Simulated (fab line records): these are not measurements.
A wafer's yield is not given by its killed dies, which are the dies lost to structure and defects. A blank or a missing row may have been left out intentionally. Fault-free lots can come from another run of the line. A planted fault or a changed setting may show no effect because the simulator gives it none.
A lot that was struck, set against a sound lot / flow sfqLine / 14 steps out of a route of 325
Sound: the wafers L982.1, L982.3, L982.4. The struck wafers were L996.2, L996.3, L996.4. Last of all comes the cause.
Each step with rows lists, per side, the tool, then ch with its chambers, then its first start. Under that, the readings that differ: sound wafers / struck wafers / difference of the means / sigmas: that difference in standard deviations of wafers without a fault.
alike: readings with means less than 2 such deviations apart, plus words and numbers identical on both sides. not compared: withheld readings, readings lacking a value on some wafer, bounds such as >300 that could conceal the same value, and numbers that have no deviation in the record and whose values overlap.
Wherever a step has rows on one side only, a row that says differs or no value, or a row with sigmas, the two part there. When numbers do not overlap yet have no deviation, they are printed without sigmas and do not part them. Lack of a reading on every wafer of one side parts them only where that side has two or more wafers.

first, 6 steps without rows for these wafers: SFQ_TRILAYER_M7_LITHO_COAT_182 (resist thk 62 nm); SFQ_TRILAYER_M7_LITHO_COAT_177 (resist thk 600 nm); SFQ_TRILAYER_M7_LITHO_SOFTBAKE_181; SFQ_TRILAYER_M7_LITHO_EXPOSE_178 (exposes mask M7, target cd 500 nm); SFQ_TRILAYER_M7_LITHO_PEB_180 (peb time 60 s); SFQ_TRILAYER_M7_LITHO_DEVELOP_179 (time 60 s).
SFQ_M7_OVL_MEAS_945:
  sound on overlay-01, day 72 07:07; struck on overlay-01, day 85 19:14
  alike: M7_OVL
SFQ_TRILAYER_M7_BARC_OPEN_METAL_ETCH_229: etches BARC in O2, target depth 125 nm, time 41.7 s.
  sound on rieMetal-03 ch 0,1, day 72 07:08; struck on rieMetal-04 ch 0,1, day 85 19:16
  alike: drypumpMotorCurrentA, oesProductAu, rfFwdPowerW
  not compared: rfHoursCounterH
SFQ_TRILAYER_M7_ETCH_METAL_ETCH_180: etches Nb in Cl2/Ar, stops on SiO2, target depth 240 nm, time 120 s.
  sound on rieMetal-03 ch 0,1, day 72 07:12; struck on rieMetal-04 ch 0,1, day 85 19:19
  alike: drypumpMotorCurrentA, oesProductAu, rfFwdPowerW
  not compared: rfHoursCounterH
SFQ_TRILAYER_M7_STRIP_STRIP_181: strips in O2.
  sound on rieMetal-03 ch 0,1, day 72 07:20; struck on rieMetal-04 ch 0,1, day 85 19:26
  alike: drypumpMotorCurrentA, oesProductAu
  not compared: rfHoursCounterH
then, 1 step without rows for these wafers: SFQ_TRILAYER_M7_STRIP_SOLV_CLEAN_182 (cleans in NMP, time 600 s).
SFQ_TRILAYER_I7_DEP_PECVD_183: deposits SiO2 from SiH4/N2O, time 111.11 s, target thk 500 nm.
  sound on pecvd-03 ch 0,1,2, day 72 08:07; struck on pecvd-03 ch 1,2, day 85 20:13
reading=runLengthS (s); sound=139.2 140.1 138.0; struck=166.7 167.1 167.1; difference=+27.9; sigmas=+52
reading=model.SiO2_of_TRILAYER_I7_DEP_PECVD_183.thkNm (nm); sound=499.8 497.1 511.8; struck=622.1 629.7 635.6; difference=+126.2; sigmas=
  alike: heaterPowerW, rfFwdPowerW, showerheadVppV, throttleValvePct
SFQ_TRILAYER_I7_CMP_CMP_184: polishes SiO2.
  sound on cmp-01 ch 0,1,3, day 72 08:53; struck on cmp-02 ch 0,2,3, day 85 23:12
reading=timeToEndpointS (s); sound=213 207 226; struck=310 323 330; difference=+106; sigmas=+13
  alike: motorCurrentA, retainingRingPressureFrac
SFQ_I7_BOW_MEAS_946:
  sound on filmMetro-02, day 72 11:53; struck on filmMetro-01, day 86 01:43
reading=I7_BOW (um); sound=13 17 12; struck=-9 -9 -15; difference=-25; sigmas=-2

== WHERE THEY PART ==
Last at SFQ_I7_BOW_MEAS_946 as far as this record goes, first at SFQ_TRILAYER_I7_DEP_PECVD_183.

WHY: what the simulator had put in
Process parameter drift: pecvd-03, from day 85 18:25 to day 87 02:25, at SFQ_TRILAYER_I7_DEP_PECVD_183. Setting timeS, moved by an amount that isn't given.
